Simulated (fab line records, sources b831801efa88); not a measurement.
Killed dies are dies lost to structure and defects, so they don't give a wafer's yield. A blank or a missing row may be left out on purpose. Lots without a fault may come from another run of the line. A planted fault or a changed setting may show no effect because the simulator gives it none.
fab line records | flow sky130
record lots=6 wafers=18 last_day=50
route steps=708 shown DNWELL@41 PWDE@45 PAD_OPEN@708
lots that met no fault: from a run of the same line without faults
start_h: hours from the record's first day to the start of the lot's first wafer shown | wait_h: hours since the lot's step before | " the same as in the row above | L1.1+2: a row that stands for several wafers | - no value, or no start given | * or withheld: withheld | < > ~ a bound
route shown NAME@n: a module of which the file shows steps, and the number in the route of the first | usual: mean/standard deviation of fault-free wafers | same: alike in all rows | chamber/n: place in a boat | sites: the reading at each site | _std_site: their standard deviation | _edge_site: outer sites' mean less inner sites' | radius_mm: how far each site lies from the wafer's centre | mask NAME#n: copy n | behind: the tool/chamber that last shaped the wafer | hold: why the lot was held/for how many hours/how that ended | device: the transistor (n, p or np) that didn't switch | end of line: the same wafers' tests at the end of the route | a step without rows: its recipe alone | killed: dies lost to structure and defects at the first sort, not the wafer's yield | map: a wafer's dies, x killed, . not, _ none there
set.NAME: the setting as run; set.NAME@STEP: as run at that earlier step | model.NAME: the simulator's own value behind a step, which no gauge read
lots at some steps of the route; a table a step, a row a wafer
services: from which hour (start_h, from the record's first day; less than 0 if before it) a tool's chamber was out of use, for how many hours, and why
## steps
# step SKY_DNWELL_DEVELOP_06
# recipe wall_angle_deg=90 developer=TMAH develop_time_s=60 dev_temp_c=23
# step SKY_DNWELL_IMPLANT_07
# recipe species=P energy_kev=withheld dose_cm2=withheld tilt_deg=withheld
# step SKY_DNWELL_STRIP_08
# recipe chemistry=O2/N2 power_w=1400 pressure_mtorr=1500 platen_temp_c=withheld o2_flow_sccm=3000 n2_flow_sccm=300 overash_fraction=0.5
# usual drypump_motor_current_A=5.8/0.51 oes_product_au=0.722/0.0043 strip_time_to_endpoint_s=36.97/0.11
# columns lot.wafer tool chamber start_h wait_h drypump_motor_current_A oes_product_au rf_hours_counter_h strip_time_to_endpoint_s
L502.1 plasma_asher-04 1 86.68 0.1 6.1 0.723 40 36.85
L502.2 " 0 " " 5.8 0.720 40 36.86
L502.5 " 0 " " 5.8 0.719 - 36.84
L509.1 plasma_asher-01 1 125.52 0.1 5.5 0.720 1 36.89
L509.4 " 0 " " 6.6 0.724 - 36.86
L509.6 " 1 " " 5.5 0.722 - 36.91
L510.1 plasma_asher-02 1 132.71 0.1 5.5 0.712 44 36.99
L510.2 " 0 " " 4.9 0.729 44 36.96
L510.3 " 0 " " 4.9 0.726 - 37.03
L511.2 plasma_asher-02 0 137.07 0.1 4.9 0.716 44 36.92
L511.5 " 1 " " 5.5 0.718 - 36.86
L511.6 " 0 " " 4.9 0.722 - 36.81
L512.3 plasma_asher-04 1 140.66 0.1 6.1 0.728 - 37.09
L512.4 " 0 " " 5.8 0.716 - 37.21
L512.6 " 1 " " 6.1 0.728 - 37.18
L519.3 plasma_asher-04 1 183.65 0.1 6.1 0.728 - 37.07
L519.5 " 0 " " 5.7 0.721 - 37.11
L519.6 " 1 " " 6.1 0.726 - 37.16
# step SKY_DNWELL_TW_MEAS_09
# usual DNWELL_TW=1119/9.4
# columns lot.wafer tool chamber start_h wait_h DNWELL_TW
L502.1 film_metro-01 - 86.78 0.1 1127
L502.2 " - " " 1123
L502.5 " - " " 1127
L509.1 film_metro-03 - 125.62 0.1 1111
L509.4 " - " " 1118
L509.6 " - " " 1111
L510.1 film_metro-04 - 132.81 0.1 1111
L510.2 " - " " 1113
L510.3 " - " " 1111
L511.2 film_metro-03 - 137.18 0.1 1118
L511.5 " - " " 1121
L511.6 " - " " 1119
L512.3 film_metro-01 - 140.75 0.1 1132
L512.4 " - " " 1127
L512.6 " - " " 1127
L519.3 film_metro-04 - 183.74 0.1 1099
L519.5 " - " " 1106
L519.6 " - " " 1104
# step SKY_PWDE_DEHYDRATE_00
# recipe temp_c=200 time_s=60
# step SKY_PWDE_HMDS_01
# recipe prime_time_s=60 prime_temp_c=120
# step SKY_PWDE_COAT_02
# recipe spin_rpm=2000 resist_thk_nm=3022
# step SKY_PWDE_SOFTBAKE_03
# recipe temp_c=110 time_s=withheld
# step SKY_PWDE_EXPOSE_04
# recipe mask_id=PWDEM na=0.6 source_shape=conventional sigma_outer=0.6 polarization=unpolarized target_cd_nm=840 dose_mj=214
# step SKY_PWDE_PEB_05
# recipe temp_c=115 time_s=withheld
# step SKY_PWDE_DEVELOP_06
# recipe wall_angle_deg=90 developer=TMAH develop_time_s=60 dev_temp_c=23
# step SKY_PWDE_OVL_MEAS_07
# usual PWDE_OVL=0.0/1.4
# columns lot.wafer tool chamber start_h wait_h PWDE_OVL[nm]
L502.1 overlay-02 - 104.40 - -2.0
L502.2 " - " " -2.1
L502.5 " - " " -0.6
L509.1 overlay-02 - 145.07 - 1.8
L509.4 " - " " -0.7
L509.6 " - " " 0.0
L510.1 overlay-02 - 151.55 - 1.4
L510.2 " - " " 0.8
L510.3 " - " " 0.0
L511.2 overlay-01 - 156.92 - 1.7
L511.5 " - " " -0.4
L511.6 " - " " 1.6
L512.3 overlay-01 - 160.76 - -1.5
L512.4 " - " " -0.5
L512.6 " - " " -0.3
L519.3 overlay-01 - 204.98 - 0.8
L519.5 " - " " -1.4
L519.6 " - " " -0.2
# step SKY_PWDE_IMPLANT_08
# recipe species=B energy_kev=150 dose_cm2=3.6e+12 tilt_deg=withheld
# usual beam_energy_keV=149.99/0.049
# columns lot.wafer tool chamber start_h wait_h beam_energy_keV model.implant.rp_nm model.implant.drp_nm
L502.1 implanter-01 0 104.47 0.1 149.99 440.6 97.97
L502.2 " 0 " " 149.98 440.6 97.97
L502.5 " 0 " " 150.03 440.6 97.97
L509.1 implanter-03 0 145.10 0.0 150.00 444.4 97.97
L509.4 " 0 " " 149.95 444.4 97.97
L509.6 " 0 " " 150.03 444.4 97.97
L510.1 implanter-03 0 151.58 0.0 139.52 406.2 95.35
L510.2 " 0 " " 139.47 406.2 95.35
L510.3 " 0 " " 139.50 406.2 95.35
L511.2 implanter-04 0 156.98 0.0 149.99 442.2 97.97
L511.5 " 0 " " 149.94 442.2 97.97
L511.6 " 0 " " 149.95 442.2 97.97
L512.3 implanter-03 0 160.83 0.1 139.39 400.6 95.35
L512.4 " 0 " " 139.48 400.6 95.35
L512.6 " 0 " " 139.42 400.6 95.35
L519.3 implanter-01 0 205.05 0.1 150.03 436.2 97.97
L519.5 " 0 " " 150.03 436.2 97.97
L519.6 " 0 " " 150.00 436.2 97.97
# step SKY_PWDE_STRIP_09
# recipe chemistry=O2/N2 power_w=1400 pressure_mtorr=1500 platen_temp_c=withheld o2_flow_sccm=3000 n2_flow_sccm=300 overash_fraction=0.5
# usual drypump_motor_current_A=5.9/0.46 oes_product_au=0.723/0.0046 strip_time_to_endpoint_s=37.22/0.091
# columns lot.wafer tool chamber start_h wait_h drypump_motor_current_A oes_product_au rf_hours_counter_h strip_time_to_endpoint_s
L502.1 plasma_asher-04 0 104.62 0.1 5.8 0.721 42 37.25
L502.2 " 1 " " 6.1 0.724 42 37.29
L502.5 " 1 " " 6.1 0.720 - 37.25
L509.1 plasma_asher-04 1 145.25 0.1 6.1 0.720 46 37.25
L509.4 " 1 " " 6.1 0.722 - 37.31
L509.6 " 1 " " 6.1 0.719 - 37.38
L510.1 plasma_asher-01 1 151.73 0.1 5.5 0.717 3 37.13
L510.2 " 0 " " 6.6 0.719 3 37.16
L510.3 " 0 " " 6.6 0.717 - 37.26
L511.2 plasma_asher-04 1 157.10 0.1 6.1 0.717 48 37.23
L511.5 " 0 " " 5.8 0.724 - 37.18
L511.6 " 1 " " 6.1 0.720 - 37.05
L512.3 plasma_asher-04 1 160.97 0.1 6.1 0.725 - 37.22
L512.4 " 0 " " 5.8 0.725 - 37.26
L512.6 " 0 " " 5.7 0.724 - 37.14
L519.3 plasma_asher-04 0 205.18 0.1 5.8 0.719 - 37.26
L519.5 " 0 " " 5.8 0.720 - 37.09
L519.6 " 1 " " 6.1 0.725 - 37.26
# step SKY_PAD_OPEN_PROBE_99
# usual killed_at_M0_to_M3=44/6.9 killed_at_M4_up=3.3/2 killed_at_contacts=25/5.4 killed_at_front_end=16/4.6 killed_at_other=0.2/0.51 killed_dies=88/8.9 killed_open=48/6.8 killed_short=39/5.8
# same gross_dies=492 killed_at_back_side=0
# columns lot.wafer tool chamber start_h wait_h killed_at_M0_to_M3 killed_at_M4_up killed_at_contacts killed_at_front_end killed_at_other killed_dies killed_open killed_short model.etest.res_p_drift_20v.line_ohm_um model.etest.res_p_drift_20v.rs_ohm_sq
L502.1 prober-02 - 1114.69 0.1 45 8 31 9 0 93 45 48 1.108e+04 9281
L502.2 prober-02 - 1114.74 0.1 34 1 27 20 0 82 39 42 1.097e+04 9046
L502.5 prober-02 - 1114.89 0.2 39 3 23 19 0 84 45 39 1.176e+04 9762
L509.1 prober-01 - 1153.63 0.1 47 2 20 16 2 87 51 36 1.115e+04 9300
L509.4 prober-01 - 1153.78 0.2 44 1 16 16 0 77 47 30 1.054e+04 8734
L509.6 prober-01 - 1153.88 0.2 45 3 22 14 0 84 46 38 1.092e+04 9160
L510.1 prober-02 - 1159.38 0.1 62 6 18 16 0 102 58 44 1.518e+04 1.248e+04
L510.2 prober-02 - 1159.43 0.1 49 2 21 15 0 87 50 36 1.387e+04 1.14e+04
L510.3 prober-02 - 1159.48 0.2 54 6 15 15 1 91 43 46 1.266e+04 1.05e+04
L511.2 prober-01 - 1163.44 0.1 41 3 30 23 0 97 57 40 1.173e+04 9751
L511.5 prober-01 - 1163.59 0.2 42 5 25 13 0 85 50 35 1.198e+04 9927
L511.6 prober-01 - 1163.64 0.2 54 4 24 14 0 96 45 51 1.075e+04 8909
L512.3 prober-02 - 1169.50 0.2 40 6 29 15 0 90 47 43 1.583e+04 1.318e+04
L512.4 prober-02 - 1169.55 0.2 41 3 21 9 0 74 38 36 1.302e+04 1.092e+04
L512.6 prober-02 - 1169.65 0.2 40 2 17 17 0 76 38 38 1.66e+04 1.393e+04
L519.3 prober-02 - 1201.31 0.2 51 7 36 9 0 103 60 43 1.148e+04 9740
L519.5 prober-02 - 1201.41 0.2 34 3 42 17 0 96 47 48 1.02e+04 8535
L519.6 prober-02 - 1201.46 0.2 37 2 31 7 0 77 54 23 1.166e+04 9713
# killed by level:class
L502.1 CONTACT:geometric_particle:open=10 VIA1:geometric_particle:open=10 LI_CONTACT:geometric_particle:open=7 VIA1:geometric_particle:short=7 METAL4:geometric_particle:short=6 LOCAL_INTERCONNECT:geometric_particle:short=5 VIA3:geometric_particle:open=5 CONTACT:geometric_particle:short=5
L502.2 CONTACT:geometric_particle:open=13 FIELD_ISO:geometric_particle:short=8 VIA1:geometric_particle:open=8 CONTACT:geometric_particle:short=6 VIA2:geometric_particle:open=5 METAL3:geometric_particle:short=5 FIELD_ISO:geometric_particle:open=4 POLY_GATE:geometric_particle:short=4
L502.5 CONTACT:geometric_particle:open=9 VIA1:geometric_particle:open=8 FIELD_ISO:geometric_particle:open=7 FIELD_ISO:geometric_particle:short=7 VIA1:geometric_particle:short=7 LI_CONTACT:geometric_particle:open=6 VIA3:geometric_particle:open=6 LOCAL_INTERCONNECT:geometric_particle:short=5
L509.1 VIA1:geometric_particle:open=15 CONTACT:geometric_particle:open=7 METAL2:geometric_particle:short=7 POLY_GATE:geometric_particle:open=6 LI_CONTACT:geometric_particle:open=5 VIA3:geometric_particle:open=5 VIA2:geometric_particle:open=4 FIELD_ISO:geometric_particle:open=3
L509.4 VIA1:geometric_particle:open=15 CONTACT:geometric_particle:open=8 POLY_GATE:geometric_particle:open=6 VIA2:geometric_particle:open=6 POLY_GATE:geometric_particle:short=5 LI_CONTACT:geometric_particle:open=4 VIA1:geometric_particle:short=4 METAL3:geometric_particle:short=3
L509.6 VIA1:geometric_particle:open=11 CONTACT:geometric_particle:open=8 VIA2:geometric_particle:open=7 VIA1:geometric_particle:short=6 METAL2:geometric_particle:short=6 POLY_GATE:geometric_particle:open=5 LOCAL_INTERCONNECT:geometric_particle:short=5 METAL1:geometric_particle:short=5
L510.1 VIA1:geometric_particle:open=18 VIA3:geometric_particle:open=12 VIA2:geometric_particle:open=8 METAL1:geometric_particle:short=8 VIA3:geometric_particle:short=6 METAL4:geometric_particle:short=5 FIELD_ISO:geometric_particle:open=4 LI_CONTACT:geometric_particle:open=4
L510.2 VIA1:geometric_particle:open=18 VIA3:geometric_particle:open=8 POLY_GATE:geometric_particle:short=7 CONTACT:geometric_particle:open=7 VIA2:geometric_particle:open=6 CONTACT:geometric_particle:short=4 METAL1:geometric_particle:short=4 VIA1:geometric_particle:short=4
L510.3 VIA2:geometric_particle:open=9 VIA3:geometric_particle:open=8 VIA1:geometric_particle:short=7 METAL2:geometric_particle:short=7 VIA1:geometric_particle:open=6 LI_CONTACT:geometric_particle:open=6 METAL4:geometric_particle:short=5 METAL1:geometric_particle:short=5
L511.2 VIA1:geometric_particle:open=14 CONTACT:geometric_particle:open=13 VIA3:geometric_particle:open=7 LI_CONTACT:geometric_particle:short=6 FIELD_ISO:geometric_particle:short=5 POLY_GATE:geometric_particle:open=5 LOCAL_INTERCONNECT:geometric_particle:short=5 FIELD_ISO:geometric_particle:open=4
L511.5 VIA1:geometric_particle:open=12 CONTACT:geometric_particle:open=10 LI_CONTACT:geometric_particle:open=7 VIA3:geometric_particle:open=7 VIA3:geometric_particle:short=6 FIELD_ISO:geometric_particle:short=5 METAL1:geometric_particle:short=5 FIELD_ISO:geometric_particle:open=4
L511.6 VIA1:geometric_particle:open=15 CONTACT:geometric_particle:short=8 METAL3:geometric_particle:short=7 VIA3:geometric_particle:open=6 LI_CONTACT:geometric_particle:open=6 VIA1:geometric_particle:short=6 VIA2:geometric_particle:short=6 VIA3:geometric_particle:short=6
L512.3 CONTACT:geometric_particle:open=10 CONTACT:geometric_particle:short=7 VIA1:geometric_particle:open=7 VIA2:geometric_particle:open=7 LI_CONTACT:geometric_particle:open=6 VIA1:geometric_particle:short=6 METAL4:geometric_particle:short=6 FIELD_ISO:geometric_particle:open=5
L512.4 VIA2:geometric_particle:open=9 VIA3:geometric_particle:open=8 CONTACT:geometric_particle:open=7 VIA1:geometric_particle:open=5 CONTACT:geometric_particle:short=5 VIA3:geometric_particle:short=5 LI_CONTACT:geometric_particle:open=4 METAL2:geometric_particle:short=4
L512.6 METAL1:geometric_particle:short=7 VIA1:geometric_particle:open=7 FIELD_ISO:geometric_particle:open=6 CONTACT:geometric_particle:open=6 VIA2:geometric_particle:open=6 LOCAL_INTERCONNECT:geometric_particle:short=4 VIA1:geometric_particle:short=4 VIA2:geometric_particle:short=4
L519.3 CONTACT:geometric_particle:open=16 VIA1:geometric_particle:open=12 LI_CONTACT:geometric_particle:open=8 VIA2:geometric_particle:open=7 VIA3:geometric_particle:open=7 METAL3:geometric_particle:short=6 METAL4:geometric_particle:short=6 CONTACT:geometric_particle:short=5
L519.5 CONTACT:geometric_particle:open=15 LOCAL_INTERCONNECT:geometric_particle:short=8 LI_CONTACT:geometric_particle:open=7 VIA1:geometric_particle:open=7 POLY_GATE:geometric_particle:short=6 FIELD_ISO:geometric_particle:short=5 LI_CONTACT:geometric_particle:short=5 CONTACT:geometric_particle:short=5
L519.6 CONTACT:geometric_particle:open=12 VIA1:geometric_particle:open=11 VIA3:geometric_particle:open=10 LI_CONTACT:geometric_particle:open=9 VIA2:geometric_particle:open=5 CONTACT:geometric_particle:short=4 METAL3:geometric_particle:short=4 POLY_GATE:geometric_particle:open=3
## services
# columns tool chamber start_h hours kind
plasma_asher-04 - 65.20 2.8 pm
plasma_asher-02 - 80.18 3.2 repair
implanter-04 - 90.81 1.3 repair
implanter-03 - 96.48 20.8 pm
implanter-01 - 99.52 3.9 pm
plasma_asher-01 - 108.75 9.0 pm
plasma_asher-01 0 108.75 9.0 vent_cycle
plasma_asher-01 1 108.75 9.0 vent_cycle
plasma_asher-01 0 117.75 - clean
plasma_asher-01 1 117.75 - clean
implanter-01 - 144.40 16.4 pm
implanter-04 - 147.87 6.7 pm
implanter-03 - 165.20 2.0 repair
plasma_asher-02 - 171.39 3.0 repair
plasma_asher-02 - 200.90 0.4 repair
## key
first_sign step=SKY_PWDE_IMPLANT_08 reading=beam_energy_keV direction=down sigmas=99+ usual=* struck=*
effect none on later readings
model_effect step=SKY_PWDE_IMPLANT_08 value=implant.rp_nm without=426.8 struck=403.4
model_effect step=SKY_PAD_OPEN_PROBE_99 value=etest.res_p_drift_20v.line_ohm_um without=1.194e+04 struck=1.453e+04
met_at SKY_PWDE_IMPLANT_08
struck_wafers L510.1,L510.2,L510.3,L512.3,L512.4,L512.6
tester_left_out L510,L512
onset_between 145.10 151.58
fault kind=process_parameter_drift tool=implanter-03 chamber=- onset_h=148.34 steps=SKY_PWDE_IMPLANT_08 channel=energy_kev offset=* shape=step end_h=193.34 acts_in=* stated=*
# tester_left_out: of these lots the tester's yield and bins aren't shown, on N5 and GAA mostly nor the transistor test; their killed dies are dies lost to structure and defects alone, not to doping, threshold or leakage, so they don't give the yield
